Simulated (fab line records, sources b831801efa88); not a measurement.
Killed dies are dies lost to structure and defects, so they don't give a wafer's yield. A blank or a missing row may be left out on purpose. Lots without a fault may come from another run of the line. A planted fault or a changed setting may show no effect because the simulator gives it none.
Which tool did it? | flow sky130 | 12 lots, 36 wafers sampled, at 4 steps of a route of 708

WHAT THE GAUGES READ, wafer by wafer
SKY_SONOS_TUNNEL_CD_MEAS_07: target cd 410 nm. Usual: cd_nm 409.5 nm, standard deviation 2.7.
lot  | measured     | on        | cd_nm (nm)        | flag
L781 | day 11 05:38 | cd_sem-02 | 412.5 409.7 409.3 |
L783 | day 11 22:58 | cd_sem-02 | 412.7 410.6 408.6 |
L789 | day 14 09:07 | cd_sem-01 | 411.9 409.2 409.7 |
L792 | day 15 05:43 | cd_sem-02 | 411.4 411.6 411.1 |
L793 | day 15 10:19 | cd_sem-02 | 406.6 405.8 406.7 |
L794 | day 15 16:28 | cd_sem-02 | 409.9 410.7 408.2 |
L795 | day 16 00:10 | cd_sem-01 | 409.6 413.2 408.9 |
L796 | day 16 02:49 | cd_sem-02 | 414.2 412.4 413.2 |
L798 | day 16 20:22 | cd_sem-02 | - - -             | OFF
L799 | day 17 08:08 | cd_sem-02 | - - -             | OFF
L801 | day 17 22:37 | cd_sem-01 | - - -             | OFF
L804 | day 18 22:13 | cd_sem-01 | 414.2 410.8 413.1 |

SKY_SONOS_ONO_THK_MEAS_05. Usual: SONOS_ONO_CVD_04_THK 5.69 nm, standard deviation 0.11.
lot  | measured     | on            | SONOS_ONO_CVD_04_THK (nm) | flag
L781 | day 11 11:26 | film_metro-03 | 5.72 5.65 5.75            |
L783 | day 12 05:30 | film_metro-03 | 5.85 5.83 5.71            |
L789 | day 14 18:53 | film_metro-04 | 5.84 5.79 5.76            |
L792 | day 15 10:08 | film_metro-03 | 5.75 5.68 5.71            |
L793 | day 15 15:27 | film_metro-03 | 5.86 5.78 5.83            |
L794 | day 15 21:07 | film_metro-03 | 5.73 5.60 5.66            |
L795 | day 16 07:04 | film_metro-03 | 5.77 5.71 5.68            |
L796 | day 16 08:20 | film_metro-04 | 5.77 5.66 5.64            |
L804 | day 19 05:48 | film_metro-03 | 5.78 5.68 5.71            |

WHICH TOOL RAN EACH LOT (tool, then ch and the chambers of the sampled wafers, then the start)
lot  | SKY_NWELL_RTA_28                 | SKY_SONOS_TUNNEL_COAT_02
L781 | rtp_anneal-02 ch 0, day 5 06:01  | litho_track-01 ch 0, day 10 18:07
L783 | rtp_anneal-02 ch 0, day 5 18:07  | litho_track-02 ch 0, day 11 10:01
L789 | rtp_anneal-01 ch 0, day 7 14:05  | litho_track-03 ch 0, day 13 19:34
L792 | rtp_anneal-01 ch 0, day 8 07:56  | litho_track-02 ch 0, day 14 15:47
L793 | rtp_anneal-02 ch 0, day 8 09:43  | litho_track-02 ch 0, day 14 20:16
L794 | rtp_anneal-02 ch 0, day 8 15:07  | litho_track-01 ch 0, day 15 02:46
L795 | rtp_anneal-01 ch 0, day 8 20:38  | litho_track-02 ch 0, day 15 10:38
L796 | rtp_anneal-02 ch 0, day 9 01:07  | litho_track-03 ch 0, day 15 13:25
L798 | rtp_anneal-02 ch 0, day 9 11:56  | litho_track-02, day 16 06:16
L799 | rtp_anneal-01 ch 0, day 9 21:57  | litho_track-02, day 16 17:40
L801 | rtp_anneal-01 ch 0, day 10 08:35 | litho_track-02, day 17 06:58
L804 | rtp_anneal-02 ch 0, day 11 02:11 | litho_track-02 ch 0, day 18 06:17
- SKY_NWELL_RTA_28: time 30 s.
- SKY_SONOS_TUNNEL_COAT_02: resist thk 1140 nm.

WHAT THE TOOLS THEMSELVES READ (means of the sampled wafers that have a number; where no wafer has one, the mark that the record gives instead)
SKY_NWELL_RTA_28. Usual: lamp_power_pct 25.30 %, standard deviation 0.051; wafer_temp_C_max 1054.8, standard deviation 0.89.
lot  | tool          | lamp_power_pct (%) | wafer_temp_C_max | flag
L781 | rtp_anneal-02 | 25.33              | 1055.5           |
L783 | rtp_anneal-02 | 25.28              | 1055.0           |
L789 | rtp_anneal-01 | 25.33              | 1054.2           |
L792 | rtp_anneal-01 | 25.25              | 1054.8           |
L793 | rtp_anneal-02 | 25.29              | 1055.4           |
L794 | rtp_anneal-02 | 25.28              | 1054.5           |
L795 | rtp_anneal-01 | 25.31              | 1054.5           |
L796 | rtp_anneal-02 | 25.34              | 1055.1           |
L798 | rtp_anneal-02 | 25.26              | 1055.2           |
L799 | rtp_anneal-01 | 25.27              | 1056.4           |
L801 | rtp_anneal-01 | 25.30              | 1054.1           |
L804 | rtp_anneal-02 | 25.30              | 1054.2           |

SKY_SONOS_TUNNEL_COAT_02. Usual: chill_plate_temp_C 22.99 C, standard deviation 0.11; dispense_pressure_kPa 49.3 kPa, standard deviation 0.58; resist_line_temp_C 23.03 C, standard deviation 0.11.
lot  | tool           | chill_plate_temp_C (C) | dispense_pressure_kPa (kPa) | resist_line_temp_C (C) | flag
L781 | litho_track-01 | 22.94                  | 50.3                        | 23.09                  |
L783 | litho_track-02 | 23.05                  | 48.8                        | 22.87                  |
L789 | litho_track-03 | 22.82                  | 49.6                        | 23.10                  |
L792 | litho_track-02 | 22.98                  | 48.9                        | 22.90                  |
L793 | litho_track-02 | 23.03                  | 48.9                        | 23.04                  |
L794 | litho_track-01 | 23.08                  | 50.2                        | 22.95                  |
L795 | litho_track-02 | 22.89                  | 48.9                        | 23.05                  |
L796 | litho_track-03 | 22.76                  | 49.7                        | 23.01                  |
L798 | litho_track-02 | -                      | -                           | -                      | OFF
L799 | litho_track-02 | -                      | -                           | -                      | OFF
L801 | litho_track-02 | -                      | -                           | -                      | OFF
L804 | litho_track-02 | 23.07                  | 48.9                        | 22.89                  |

THE ANSWER, worked out from the rows above alone
Rule: a lot is off if the mean of its wafers that have a number lies more than 3 standard deviations from the usual mean. A lot without any number at a reading at which 4 lots or more have one is off too. The other lots that the step has rows for count as sound. The gauges are gone through in route order, then the tools' own readings, and for those a lot's mean is taken as printed above. The first step at which some lot is off is used, and at that step the reading that is off furthest; a lot without a number counts as furthest.
Off: L798, L799, L801, at SKY_SONOS_TUNNEL_CD_MEAS_07 (cd_nm). Without a number there: L798, L799, L801.
A tool fits if, at a process step before that reading, it ran every lot that is off, and no sound lot after the first of them. The gauges at SKY_SONOS_TUNNEL_CD_MEAS_07 aren't tried: what is off there is off at SKY_SONOS_TUNNEL_COAT_02 too, on other tools, and a gauge's error can't cause that. None of those tried fits.

WHAT THE SIMULATOR HAD PUT IN
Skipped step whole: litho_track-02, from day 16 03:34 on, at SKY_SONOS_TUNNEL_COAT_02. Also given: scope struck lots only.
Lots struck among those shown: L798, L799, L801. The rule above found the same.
